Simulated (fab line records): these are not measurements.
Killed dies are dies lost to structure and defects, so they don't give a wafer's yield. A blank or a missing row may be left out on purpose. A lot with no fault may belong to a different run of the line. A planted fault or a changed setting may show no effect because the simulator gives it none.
Chamber matching :: flow sky130 :: SKY_FIELD_ISO_CMP_27 on cmp-02 has 4 sister chambers
The step polishes, stops on Si3N4, t overpolish 16 s, target thk 457.8 nm. 7 wafers are shown with their chamber, then 10 later ones without.

WAFERS PAIRED WITH THEIR CHAMBERS
wafer: L294.2
chamber: 0
motorCurrentA (A): 13.8
timeToEndpointS (s): 113

wafer: L295.6
chamber: 3
motorCurrentA (A): 11.1
timeToEndpointS (s): 107

wafer: L297.1
chamber: 1
motorCurrentA (A): 12.7
timeToEndpointS (s): 109

wafer: L297.2
chamber: 2
motorCurrentA (A): 10.9
timeToEndpointS (s): 111

wafer: L297.4
chamber: 0
motorCurrentA (A): 13.0
timeToEndpointS (s): 113

wafer: L299.2
chamber: 1
motorCurrentA (A): 12.4
timeToEndpointS (s): 112

wafer: L299.4
chamber: 2
motorCurrentA (A): 11.1
timeToEndpointS (s): 116

WAFERS WITHOUT THEIR CHAMBER
wafer: L299.5
motorCurrentA (A): 11.6
timeToEndpointS (s): 111

wafer: L300.4
motorCurrentA (A): 10.8
timeToEndpointS (s): 122

wafer: L300.5
motorCurrentA (A): 11.0
timeToEndpointS (s): 122

wafer: L300.6
motorCurrentA (A): 13.2
timeToEndpointS (s): 118

wafer: L301.1
motorCurrentA (A): 13.3
timeToEndpointS (s): 111

wafer: L301.5
motorCurrentA (A): 13.9
timeToEndpointS (s): 113

wafer: L301.6
motorCurrentA (A): 11.8
timeToEndpointS (s): 114

wafer: L302.1
motorCurrentA (A): 11.7
timeToEndpointS (s): 113

wafer: L302.2
motorCurrentA (A): 13.9
timeToEndpointS (s): 114

wafer: L302.4
motorCurrentA (A): 10.6
timeToEndpointS (s): 117

WHICH CHAMBER EACH WENT THROUGH
wafer: L299.5
from the rows above: can't be placed: 2 or 3 or 1
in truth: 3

wafer: L300.4
from the rows above: 2
in truth: 2

wafer: L300.5
from the rows above: 2
in truth: 2

wafer: L300.6
from the rows above: can't be placed: 0 or 1
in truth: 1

wafer: L301.1
from the rows above: can't be placed: 0 or 1
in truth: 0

wafer: L301.5
from the rows above: 0
in truth: 0

wafer: L301.6
from the rows above: can't be placed: 2 or 1 or 3
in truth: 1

wafer: L302.1
from the rows above: can't be placed: 2 or 1 or 3
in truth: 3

wafer: L302.2
from the rows above: 0
in truth: 0

wafer: L302.4
from the rows above: 2
in truth: 2
Correctly placed: 5 of 10. Cannot be placed on the basis of these rows: 5; the candidates contain the true chamber in 5. Placed wrongly: 0.
How it was worked out, from the rows above alone: a wafer's distance from a chamber is the root of the sum, over the readings, of the square of ((its reading less the chamber's mean) divided by the reading's scatter). The wafer belongs to the nearest chamber; if the next one is less than 2 further off, it can't be placed. For every chamber, the mean is computed from those of its wafers that are shown. The scatter: take each reading less its chamber's mean, square it, sum over the shown wafers, divide by the number of wafers less the number of chambers, and take the root.
